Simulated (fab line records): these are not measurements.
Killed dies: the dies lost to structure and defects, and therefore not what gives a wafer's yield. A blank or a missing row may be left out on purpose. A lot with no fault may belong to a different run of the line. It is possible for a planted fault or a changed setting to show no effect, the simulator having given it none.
fab line records	flow gf180mcu
record lots=14	wafers=42	lastDay=34
route steps=602 shown MVSD@77 HV_LDD@224 PSD@256
lots that met no fault: taken from a fault-free run of the same line
startH: the number of hours between the record's first day and the start of the first shown wafer of the lot	waitH: hours from the lot's prior step to this one	" identical to the entry in the row above	L1.1+2: several wafers, shown together as one row	- value missing, or start not given	* or withheld: withheld	< > ~ a bound
route shown NAME@n: a module of which the file shows steps, and the number in the route of the first	usual: mean and standard deviation over wafers with no fault	same: alike in all rows	chamber/n: place in a boat	sites: per-site readings	_std_site: how widely they spread, as a standard deviation	_edge_site: inner sites' mean taken away from outer sites' mean	radiusMm: how far each site lies from the wafer's centre	mask NAME#n: copy n	behind: the tool/chamber that last shaped the wafer	hold: why the lot went on hold/how many hours it stayed there/how the hold came to an end	device: the transistor (n, p or np) that didn't switch	end of line: the tests these same wafers got at the end of their route	a step with no rows: only its recipe	killed: not the wafer's yield, but the dies lost to structure and defects at the first sort	map: the dies of a wafer, with x for killed, . for not killed, _ for no die there
set.NAME: the setting that was run; set.NAME@STEP: the one run at that earlier step	model.NAME: the simulator's own value behind a step, which no gauge read
route steps across a sampled set of lots; one table per step, one row per wafer
services: the hour from which a tool's chamber was out of use, counted from the record's first day as startH (under 0 if before that day), plus the number of hours and why
## steps
# step GF_MVSD_TW_MEAS_11
# usual MVSD_TW=1589/7.3
lot.wafer	tool	chamber	startH	waitH	MVSD_TW
L893.1	filmMetro-04	-	84.92	0.1	1582
L893.2	"	-	"	"	1570
L893.5	"	-	"	"	1581
L895.1	filmMetro-04	-	93.92	0.1	1577
L895.3	"	-	"	"	1587
L895.5	"	-	"	"	1578
L896.1	filmMetro-04	-	100.32	0.1	1599
L896.2	"	-	"	"	1586
L896.4	"	-	"	"	1603
L897.2	filmMetro-03	-	104.73	0.1	1591
L897.3	"	-	"	"	1590
L897.6	"	-	"	"	1583
L898.2	filmMetro-03	-	109.99	0.1	1578
L898.4	"	-	"	"	1592
L898.6	"	-	"	"	1580
L899.1	filmMetro-03	-	117.18	0.1	1585
L899.3	"	-	"	"	1590
L899.5	"	-	"	"	1578
L900.1	filmMetro-03	-	123.07	0.1	1595
L900.2	"	-	"	"	1599
L900.5	"	-	"	"	1592
L902.2	filmMetro-04	-	134.51	0.1	1592
L902.3	"	-	"	"	1585
L902.6	"	-	"	"	1587
L903.2	filmMetro-04	-	141.81	0.1	1597
L903.4	"	-	"	"	1592
L903.6	"	-	"	"	1585
L905.2	filmMetro-01	-	152.54	0.1	1580
L905.4	"	-	"	"	1586
L905.5	"	-	"	"	1579
L908.1	filmMetro-01	-	168.80	0.1	1588
L908.3	"	-	"	"	1588
L908.4	"	-	"	"	1584
L910.1	filmMetro-04	-	179.45	0.1	1587
L910.2	"	-	"	"	1591
L910.3	"	-	"	"	1588
L911.2	filmMetro-01	-	190.49	0.1	1587
L911.3	"	-	"	"	1577
L911.6	"	-	"	"	1585
L916.2	filmMetro-04	-	218.93	0.1	1597
L916.3	"	-	"	"	1595
L916.6	"	-	"	"	1596
# step GF_HV_LDD_IMPLANT_48
# recipe species=B	energyKev=25	doseCm2=3e+13	tiltDeg=7
# usual beamOnS=9.98/0.21	faradayCurrentUA=170/3.5
lot.wafer	tool	chamber	startH	waitH	beamOnS	faradayCurrentUA
L893.1	implanter-03	0	275.37	0.0	9.84	172
L893.2	"	0	"	"	9.86	171
L893.5	"	0	"	"	9.99	170
L895.1	implanter-01	0	285.97	0.0	10.17	166
L895.3	"	0	"	"	9.94	170
L895.5	"	0	"	"	9.99	169
L896.1	implanter-01	0	294.79	0.0	10.22	166
L896.2	"	0	"	"	9.65	174
L896.4	"	0	"	"	10.10	168
L897.2	implanter-01	0	303.42	0.0	10.04	168
L897.3	"	0	"	"	9.72	174
L897.6	"	0	"	"	9.81	172
L898.2	implanter-03	0	312.39	0.0	10.04	168
L898.4	"	0	"	"	10.01	169
L898.6	"	0	"	"	9.88	171
L899.1	implanter-02	0	321.14	0.0	10.48	161
L899.3	"	0	"	"	9.76	172
L899.5	"	0	"	"	10.06	168
L900.1	implanter-01	0	327.79	0.0	9.93	170
L900.2	"	0	"	"	10.06	168
L900.5	"	0	"	"	10.17	166
L902.2	implanter-02	0	345.49	0.0	9.99	169
L902.3	"	0	"	"	9.72	174
L902.6	"	0	"	"	10.20	166
L903.2	implanter-02	0	354.67	0.0	10.14	167
L903.4	"	0	"	"	10.11	168
L903.6	"	0	"	"	10.13	168
L905.2	implanter-01	0	366.05	0.0	10.18	167
L905.4	"	0	"	"	9.77	173
L905.5	"	0	"	"	9.78	172
L908.1	implanter-03	0	393.21	0.0	7.74	217
L908.3	"	0	"	"	8.25	205
L908.4	"	0	"	"	8.09	209
L910.1	implanter-01	0	408.59	0.0	10.44	162
L910.2	"	0	"	"	10.36	164
L910.3	"	0	"	"	10.31	164
L911.2	implanter-03	0	423.19	0.0	8.06	210
L911.3	"	0	"	"	8.15	207
L911.6	"	0	"	"	7.89	214
L916.2	implanter-01	0	463.97	0.0	10.50	161
L916.3	"	0	"	"	10.26	166
L916.6	"	0	"	"	10.18	166
# step GF_HV_LDD_TW_MEAS_50
# usual HV_LDD_4_TW=573.6/2.8
lot.wafer	tool	chamber	startH	waitH	HV_LDD_4_TW
L893.1	filmMetro-04	-	275.62	0.1	572.8
L893.2	"	-	"	"	573.9
L893.5	"	-	"	"	569.4
L895.1	filmMetro-03	-	286.22	0.1	574.1
L895.3	"	-	"	"	575.9
L895.5	"	-	"	"	573.0
L896.1	filmMetro-04	-	295.04	0.1	578.2
L896.2	"	-	"	"	578.1
L896.4	"	-	"	"	577.3
L897.2	filmMetro-01	-	303.65	0.1	574.9
L897.3	"	-	"	"	573.7
L897.6	"	-	"	"	572.8
L898.2	filmMetro-03	-	312.63	0.1	568.1
L898.4	"	-	"	"	570.1
L898.6	"	-	"	"	568.5
L899.1	filmMetro-04	-	321.39	0.1	577.5
L899.3	"	-	"	"	577.0
L899.5	"	-	"	"	576.0
L900.1	filmMetro-04	-	328.04	0.1	580.7
L900.2	"	-	"	"	573.8
L900.5	"	-	"	"	575.6
L902.2	filmMetro-04	-	345.72	0.1	572.6
L902.3	"	-	"	"	573.3
L902.6	"	-	"	"	573.0
L903.2	filmMetro-04	-	354.90	0.1	571.8
L903.4	"	-	"	"	575.4
L903.6	"	-	"	"	576.2
L905.2	filmMetro-03	-	366.28	0.1	574.4
L905.4	"	-	"	"	568.6
L905.5	"	-	"	"	569.8
L908.1	filmMetro-03	-	393.46	0.1	536.9
L908.3	"	-	"	"	536.3
L908.4	"	-	"	"	537.6
L910.1	filmMetro-03	-	408.84	0.1	569.4
L910.2	"	-	"	"	572.1
L910.3	"	-	"	"	575.6
L911.2	filmMetro-04	-	423.42	0.1	537.2
L911.3	"	-	"	"	535.2
L911.6	"	-	"	"	539.3
L916.2	filmMetro-01	-	464.20	0.1	575.3
L916.3	"	-	"	"	576.4
L916.6	"	-	"	"	573.9
# step GF_HV_LDD_RTA_52
# recipe tempC=1000	timeS=10	ambient=N2
# usual annealTempCMax=1005.7/2	lampPowerPct=37/3.3	wafer_temp_C_max=1004.9/0.96
lot.wafer	tool	chamber	startH	waitH	annealTempCMax	lampPowerPct	wafer_temp_C_max
L893.1	rtpAnneal-01	0	275.73	0.0	1005.8	40	1004.5
L893.2	"	0	"	"	1002.9	40	1002.7
L893.5	"	0	"	"	1003.5	40	1003.1
L895.1	rtpAnneal-01	0	286.34	0.0	1003.2	40	1004.0
L895.3	"	0	"	"	1004.9	40	1005.9
L895.5	"	0	"	"	1003.0	40	1003.5
L896.1	rtpAnneal-01	0	295.15	0.0	1004.1	40	1005.1
L896.2	"	0	"	"	1004.9	40	1004.3
L896.4	"	0	"	"	1003.6	40	1005.1
L897.2	rtpAnneal-02	0	303.77	0.0	1005.9	33	1004.6
L897.3	"	0	"	"	1005.7	33	1006.2
L897.6	"	0	"	"	1008.8	33	1004.5
L898.2	rtpAnneal-01	0	312.75	0.0	1003.8	40	1003.9
L898.4	"	0	"	"	1004.9	40	1005.2
L898.6	"	0	"	"	1005.4	40	1004.3
L899.1	rtpAnneal-01	0	321.50	0.0	1003.9	40	1002.6
L899.3	"	0	"	"	1004.2	40	1004.4
L899.5	"	0	"	"	1004.4	40	1003.9
L900.1	rtpAnneal-02	0	328.15	0.0	1007.0	33	1005.3
L900.2	"	0	"	"	1006.5	33	1006.3
L900.5	"	0	"	"	1006.4	33	1004.6
L902.2	rtpAnneal-02	0	345.84	0.0	1009.4	33	1004.5
L902.3	"	0	"	"	1009.1	33	1004.4
L902.6	"	0	"	"	1009.7	33	1004.3
L903.2	rtpAnneal-02	0	355.01	0.0	1009.2	33	1005.6
L903.4	"	0	"	"	1010.0	33	1004.1
L903.6	"	0	"	"	1006.0	33	1005.1
L905.2	rtpAnneal-02	0	366.39	0.0	1010.0	33	1005.2
L905.4	"	0	"	"	1008.0	33	1005.0
L905.5	"	0	"	"	1006.2	33	1007.0
L908.1	rtpAnneal-02	0	393.58	0.0	1007.6	33	1005.2
L908.3	"	0	"	"	1008.9	33	1006.7
L908.4	"	0	"	"	1008.0	33	1004.3
L910.1	rtpAnneal-02	0	408.95	0.0	1004.0	33	1006.3
L910.2	"	0	"	"	1006.7	33	1006.4
L910.3	"	0	"	"	1005.5	33	1006.5
L911.2	rtpAnneal-01	0	423.54	0.0	1001.9	40	1004.0
L911.3	"	0	"	"	1003.8	40	1004.6
L911.6	"	0	"	"	1003.3	40	1004.2
L916.2	rtpAnneal-02	0	464.37	0.0	1005.0	33	1004.7
L916.3	"	0	"	"	1006.5	33	1005.1
L916.6	"	0	"	"	1009.0	33	1005.5
# step GF_PSD_OVL_MEAS_08
# usual PSD_OVL=1.0/1.4
lot.wafer	tool	chamber	startH	waitH	PSD_OVL[nm]
L893.1	overlay-02	-	319.53	0.1	1.9
L893.2	"	-	"	"	1.2
L893.5	"	-	"	"	0.4
L895.1	overlay-02	-	331.40	0.1	-0.4
L895.3	"	-	"	"	0.0
L895.5	"	-	"	"	0.3
L896.1	overlay-01	-	339.33	0.1	2.2
L896.2	"	-	"	"	2.3
L896.4	"	-	"	"	1.4
L897.2	overlay-01	-	349.38	0.1	0.3
L897.3	"	-	"	"	-0.1
L897.6	"	-	"	"	0.6
L898.2	overlay-01	-	359.33	0.1	0.5
L898.4	"	-	"	"	3.5
L898.6	"	-	"	"	1.9
L899.1	overlay-02	-	368.15	0.1	1.7
L899.3	"	-	"	"	0.4
L899.5	"	-	"	"	2.5
L900.1	overlay-02	-	374.41	0.1	-0.5
L900.2	"	-	"	"	-1.8
L900.5	"	-	"	"	1.4
L902.2	overlay-02	-	393.76	0.1	2.0
L902.3	"	-	"	"	2.3
L902.6	"	-	"	"	1.2
L903.2	overlay-02	-	401.96	0.1	2.4
L903.4	"	-	"	"	1.9
L903.6	"	-	"	"	1.8
L905.2	overlay-01	-	415.30	0.1	2.9
L905.4	"	-	"	"	1.6
L905.5	"	-	"	"	2.2
L908.1	overlay-02	-	446.79	0.1	2.1
L908.3	"	-	"	"	2.4
L908.4	"	-	"	"	4.7
L910.1	overlay-02	-	461.21	0.1	2.2
L910.2	"	-	"	"	2.6
L910.3	"	-	"	"	1.1
L911.2	overlay-02	-	475.81	0.1	-0.5
L911.3	"	-	"	"	-0.5
L911.6	"	-	"	"	-0.2
L916.2	overlay-01	-	516.21	0.1	-2.7
L916.3	"	-	"	"	-0.3
L916.6	"	-	"	"	-1.6
## services
tool	chamber	startH	hours	kind
implanter-02	-	363.22	13.9	pm
rtpAnneal-01	-	364.25	3.3	pm
implanter-01	-	377.16	3.3	repair
implanter-01	-	416.92	7.9	repair
implanter-01	-	417.98	3.1	repair
implanter-02	-	420.67	5.0	repair
implanter-03	-	461.82	4.7	pm
## key
firstSign step=GF_HV_LDD_IMPLANT_48	reading=faradayCurrentUA	direction=up	sigmas=12	usual=170	struck=210
effect step=GF_HV_LDD_IMPLANT_48	reading=beamOnS	direction=down	sigmas=9.2	usual=9.98	struck=8.03
effect step=GF_HV_LDD_TW_MEAS_50	reading=HV_LDD_4_TW	direction=down	sigmas=13	usual=573.6	struck=537.1
metAt GF_HV_LDD_IMPLANT_48
struckLots L908,L911
testerLeftOut L908,L911
notActingAt GF_MVSD_TW_MEAS_11,GF_HV_LDD_RTA_52,GF_PSD_OVL_MEAS_08
onsetBetween 312.39 393.21
fault kind=processParameterDrift	tool=implanter-03	chamber=-	onsetH=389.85	steps=GF_HV_LDD_IMPLANT_48	channel=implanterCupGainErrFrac	offset=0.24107	shape=step	endH=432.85
# testerLeftOut: of these lots the tester's yield and bins aren't shown, on N5 and GAA mostly nor the transistor test; their killed dies are dies lost to structure and defects alone, not to doping, threshold or leakage, so they don't give the yield
